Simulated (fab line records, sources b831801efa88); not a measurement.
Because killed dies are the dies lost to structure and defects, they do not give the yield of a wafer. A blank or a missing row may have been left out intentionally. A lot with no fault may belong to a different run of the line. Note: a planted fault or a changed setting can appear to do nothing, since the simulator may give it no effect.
8D (eight disciplines) problem report, filled in by code | flow gf180mcu | the parts of the form that need people (team, actions taken, sign-off) are left out

== 1. WHAT IS WRONG ==
Wafers free of any fault read 0.328 ohm/sq (standard deviation 0.0052) for V2_W_RS at GF_V2_RS_MEAS_24, against a mean of 0.172 ohm/sq on 4 wafers of 3 lots. That is -30 standard deviations from the usual mean.
The step: measures by four-point-probe.
The first sign was on wafer L926.4 at day 26 10:07, on filmMetro-01. At this step, 30 wafers from 10 lots have a number in the record. Rule for "out" (also "out of limits"): further than 4 standard deviations from the usual mean. The other wafers with a number count as sound.

== 2. WHAT THIS IS AND IS NOT ==
question                    | is                                       | is not
which readings at this step | V2_W_RS                                  | -
which lots                  | L926, L927, L929                         | L910, L911, L912, L913, L914, L919, L922
which wafers of those lots  | L926.4, L926.5, L927.3, L929.4           | L926.2, L927.4, L927.5, L929.2, L929.3
read on which gauges        | filmMetro-01, filmMetro-03, filmMetro-04 | -
when                        | from day 26 10:07                        | up to then (22 sound wafers); but 4 sound wafers of L927, L929 came after

== 3. THE SUSPECTS, EACH WITH WHAT RULES IT OUT ==
Counting: a tool at a process step up to the reading stays a suspect if it ran every lot that is out. Sound lots after the first of them don't rule it out here, since some wafers of a struck lot are sound.
- the gauge at GF_V2_RS_MEAS_24 is ruled out. The wafers that are out were read on 3 gauges (filmMetro-01, filmMetro-03, filmMetro-04).
- cvdW-01 at GF_V2_CVD_23 (deposits W, target thk 350 nm, time 104.94 s): kept. It processed each lot that is out (first: L926, day 26 09:59); up to then, its last sound lot is L919 (day 23 10:28).
- At GF_V2_CVD_23 on cvdW-01, chamber 0 took the sound wafers of the same lots and chamber 1 took the wafers that are out.
Remaining after the count: cvdW-01 at GF_V2_CVD_23.

== 4. THE CAUSE (what the simulator had put in) ==
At GF_V2_CVD_23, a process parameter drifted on cvdW-01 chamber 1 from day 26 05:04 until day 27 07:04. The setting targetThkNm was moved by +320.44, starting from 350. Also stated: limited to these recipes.
Only this tool survived the counting.

== 5. SEQUENCE OF EFFECTS, ordered by route ==
One row per reading whose mean, taken over the struck wafers that have a number, lies over 3 standard deviations from the usual. Scope: only readings with a usual standard deviation given in the record; hours: median across lots of the time from each lot's start at the first step in this table that gives one to its start at this step; sigmas: change in usual standard deviations.
hours | step             | reading         | usual        | on struck wafers | change | sigmas
0     | GF_V2_RS_MEAS_24 | V2_W_RS         | 0.328 ohm/sq | 0.172            | -0.156 | -30
0     | GF_V2_CMP_26     | timeToEndpointS | 83 s         | 156              | +72    | +23
Process steps it contains:
- GF_V2_CMP_26: polishes, stops on SiO2, t overpolish 15 s, target thk 0 nm.
Readings that are blank on the struck wafers while sound wafers have them: V2_W_THK at GF_V2_THK_MEAS_25.

== 6. HOW IT WOULD HAVE BEEN CAUGHT EARLIER ==
In this record the first reading out of limits at a measuring or inspecting step was taken at day 26 10:07, 5 hours after the fault began at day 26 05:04.
Of the tool readings at GF_V2_CVD_23 for which the record gives a usual standard deviation, none was out on any struck wafer, so an alarm limit of 4 standard deviations on them would not have fired.
Of the lots that are out (3), L927, L929 began GF_V2_CVD_23 on cvdW-01 after day 26 10:07. A hold on the tool at that time would have spared those 2.
